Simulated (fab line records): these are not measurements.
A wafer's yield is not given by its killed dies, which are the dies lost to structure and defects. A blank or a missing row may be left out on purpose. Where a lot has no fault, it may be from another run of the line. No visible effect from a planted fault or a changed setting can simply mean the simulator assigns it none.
Which tool is to blame?	flow gf180mcu	36 wafers from 12 lots sampled at 6 of the route's 602 steps

WHAT THE GAUGES SHOWED, per wafer
GF_HV_LDD_TW_MEAS_11.
lot	measured	on	HV_LDD_TW
L321	day 10 04:15	film metro-04	2499 2482 2488
L323	day 10 20:37	film metro-03	2447 2445 2438
L324	day 11 03:07	film metro-01	2433 2425 2424
L328	day 12 15:25	film metro-04	2456 2451 2468
L329	day 12 19:07	film metro-04	2466 2482 2468
L333	day 14 01:04	film metro-01	2425 2433 2420
L334	day 14 08:01	film metro-01	2428 2416 2425
L337	day 15 10:16	film metro-03	2476 2474 2461
L338	day 15 22:50	film metro-01	2425 2425 2418
L339	day 15 23:20	film metro-01	2421 2426 2426
L341	day 16 14:43	film metro-01	2441 2426 2427
L342	day 17 02:50	film metro-03	2470 2455 2466

GF_PSD_TW_MEAS_11.
lot	measured	on	PSD_TW
L321	day 14 09:48	film metro-01	3213 3214 3210
L323	day 15 04:01	film metro-03	3254 3257 3256
L324	day 15 09:22	film metro-03	3243 3257 3251
L328	day 17 04:10	film metro-03	3262 3271 3268
L329	day 17 08:08	film metro-02	3179 3189 3169
L333	day 18 21:10	film metro-03	3253 3258 3236
L334	day 19 02:16	film metro-03	3243 3252 3243
L337	day 20 11:28	film metro-01	3186 3201 3216
L338	day 21 03:44	film metro-03	3248 3250 3233
L339	day 21 01:26	film metro-02	3180 3186 3168
L341	day 21 18:25	film metro-02	3183 3182 3173
L342	day 22 07:26	film metro-01	3212 3207 3224

GF_PSD_RS_MEAS_14: the measuring method here is four-point-probe.
lot	measured	on	NSD_RS (ohm/sq)
L321	day 14 10:01	film metro-03	45.96 46.05 46.05
L323	day 15 04:13	film metro-03	46.17 46.26 46.22
L324	day 15 09:34	film metro-01	46.16 45.98 46.03
L328	day 17 04:22	film metro-02	48.23 48.18 48.18
L329	day 17 08:23	film metro-01	48.14 48.11 48.11
L333	day 18 21:22	film metro-03	46.15 46.24 46.10
L334	day 19 02:28	film metro-01	46.15 46.08 46.11
L337	day 20 11:40	film metro-03	46.20 46.29 46.20
L338	day 21 03:57	film metro-02	46.26 46.05 46.26
L339	day 21 01:40	film metro-01	46.22 46.09 46.02
L341	day 21 18:37	film metro-03	46.22 46.18 46.21
L342	day 22 07:39	film metro-02	46.17 46.18 46.16

WHAT TOOL EACH LOT RAN ON (gives the tool, then ch and the chambers of the sampled wafers, and finally the start)
lot	GF_HV_LDD_STRIP_49	GF_NSD_IMPLANT_10	GF_NSD_STRIP_11
L321	plasma asher-01 ch 0,1, day 12 12:45	implanter-01 ch 0, day 13 12:50	plasma asher-04 ch 0,1, day 13 12:57
L323	plasma asher-02 ch 0,1, day 13 07:46	implanter-03 ch 0, day 14 07:41	plasma asher-02 ch 0,1, day 14 07:50
L324	plasma asher-01 ch 0,1, day 13 13:40	implanter-02 ch 0, day 14 13:20	plasma asher-02 ch 0,1, day 14 13:29
L328	plasma asher-03 ch 0,1, day 15 04:31	implanter-01 ch 0, day 16 05:05	plasma asher-01 ch 0,1, day 16 05:14
L329	plasma asher-01 ch 0,1, day 15 07:55	implanter-01 ch 0, day 16 08:59	plasma asher-02 ch 0,1, day 16 09:08
L333	plasma asher-02 ch 0,1, day 16 17:43	implanter-03 ch 0, day 17 20:22	plasma asher-04 ch 0,1, day 17 20:31
L334	plasma asher-02 ch 0,1, day 17 00:16	implanter-02 ch 0, day 18 01:31	plasma asher-02 ch 1, day 18 01:40
L337	plasma asher-03 ch 0,1, day 18 07:07	implanter-02 ch 0, day 19 10:19	plasma asher-02 ch 1, day 19 10:28
L338	plasma asher-01 ch 0,1, day 18 20:48	implanter-02 ch 0, day 20 02:55	plasma asher-04 ch 0,1, day 20 03:03
L339	plasma asher-01 ch 0,1, day 18 21:12	implanter-01 ch 0, day 20 01:16	plasma asher-02 ch 0,1, day 20 01:22
L341	plasma asher-01 ch 0,1, day 19 14:58	implanter-01 ch 0, day 20 18:01	plasma asher-04 ch 0,1, day 20 18:10
L342	plasma asher-03 ch 0,1, day 20 04:25	implanter-01 ch 0, day 21 07:23	plasma asher-04 ch 0,1, day 21 07:31
- GF_HV_LDD_STRIP_49: strips in O2/N2.
- GF_NSD_IMPLANT_10
- GF_NSD_STRIP_11: strips in O2/N2.

AS READ BY THE TOOLS THEMSELVES (means over the sampled wafers that have a number; for cases with no such wafer, the mark the record gives instead)
GF_HV_LDD_STRIP_49.
lot	tool	drypump motor current A (A)	heater power w (W)	o2 flow sccm (sccm)	oes product au (a.u.)	strip time to endpoint s (s)
L321	plasma asher-01	6.0	354	3012	0.718	12.73
L323	plasma asher-02	6.3	377	2998	0.717	12.72
L324	plasma asher-01	5.7	346	3005	0.714	12.78
L328	plasma asher-03	5.3	325	3005	0.713	12.81
L329	plasma asher-01	5.7	347	3002	0.713	12.73
L333	plasma asher-02	6.3	374	3000	0.717	12.72
L334	plasma asher-02	6.2	377	2991	0.719	12.70
L337	plasma asher-03	5.1	320	3000	0.713	12.70
L338	plasma asher-01	5.9	354	2996	0.714	12.75
L339	plasma asher-01	6.0	359	2996	0.716	12.72
L341	plasma asher-01	5.9	355	2996	0.711	12.68
L342	plasma asher-03	5.2	323	2997	0.714	12.73

GF_NSD_IMPLANT_10.
lot	tool	beam on s (s)
L321	implanter-01	10.09
L323	implanter-03	9.90
L324	implanter-02	9.98
L328	implanter-01	10.12
L329	implanter-01	9.93
L333	implanter-03	9.91
L334	implanter-02	10.01
L337	implanter-02	10.06
L338	implanter-02	9.90
L339	implanter-01	10.04
L341	implanter-01	10.12
L342	implanter-01	10.24

GF_NSD_STRIP_11.
lot	tool	drypump motor current A (A)	heater power w (W)	o2 flow sccm (sccm)	oes product au (a.u.)	strip time to endpoint s (s)
L321	plasma asher-04	6.07	321	3022	0.488	22.91
L323	plasma asher-02	6.32	380	3004	0.483	22.91
L324	plasma asher-02	6.16	375	2999	0.488	22.89
L328	plasma asher-01	5.95	356	2999	0.490	22.77
L329	plasma asher-02	6.17	375	2997	0.488	22.84
L333	plasma asher-04	6.11	321	3004	0.489	22.91
L334	plasma asher-02	6.01	371	2999	0.487	22.98
L337	plasma asher-02	5.99	359	3004	0.488	22.88
L338	plasma asher-04	6.10	313	3001	0.486	22.96
L339	plasma asher-02	6.17	368	2996	0.494	22.97
L341	plasma asher-04	6.12	316	3007	0.484	22.90
L342	plasma asher-04	6.09	323	3008	0.485	23.05

THE ANSWER, worked out from the rows above alone
Rule: the lots themselves supply what counts as usual. Put in order of their means at a reading, lots are off if they are a third of the lots or fewer, leave a main group of 4 or more, and stand apart from it by a gap of 3 or more times the standard deviation of the main group's means; of several such gaps the widest counts. Not used: any main group whose means are identical at the precision the tables above print for the reading. Also off: a lot with no number at a reading for which 4 or more lots have one. Where the step has rows for the other lots, those lots are counted as sound. Order of review: gauges by route order, followed by the tools' own readings, for which a lot's mean as printed above is used. The first step at which some lot is off is used, and at that step the reading that is off furthest; a lot without a number counts as furthest.
Off: L328, L329, at GF_PSD_RS_MEAS_14 (NSD_RS). Mean 46.15 ohm/sq and standard deviation 0.067 in the main group.
A tool fits if, at a process step before that reading, it ran every lot that is off, and no sound lot after the first of them. The gauges at GF_PSD_RS_MEAS_14 are tried like those tools. None of those tried fits.

WHAT WAS PUT IN BY THE SIMULATOR
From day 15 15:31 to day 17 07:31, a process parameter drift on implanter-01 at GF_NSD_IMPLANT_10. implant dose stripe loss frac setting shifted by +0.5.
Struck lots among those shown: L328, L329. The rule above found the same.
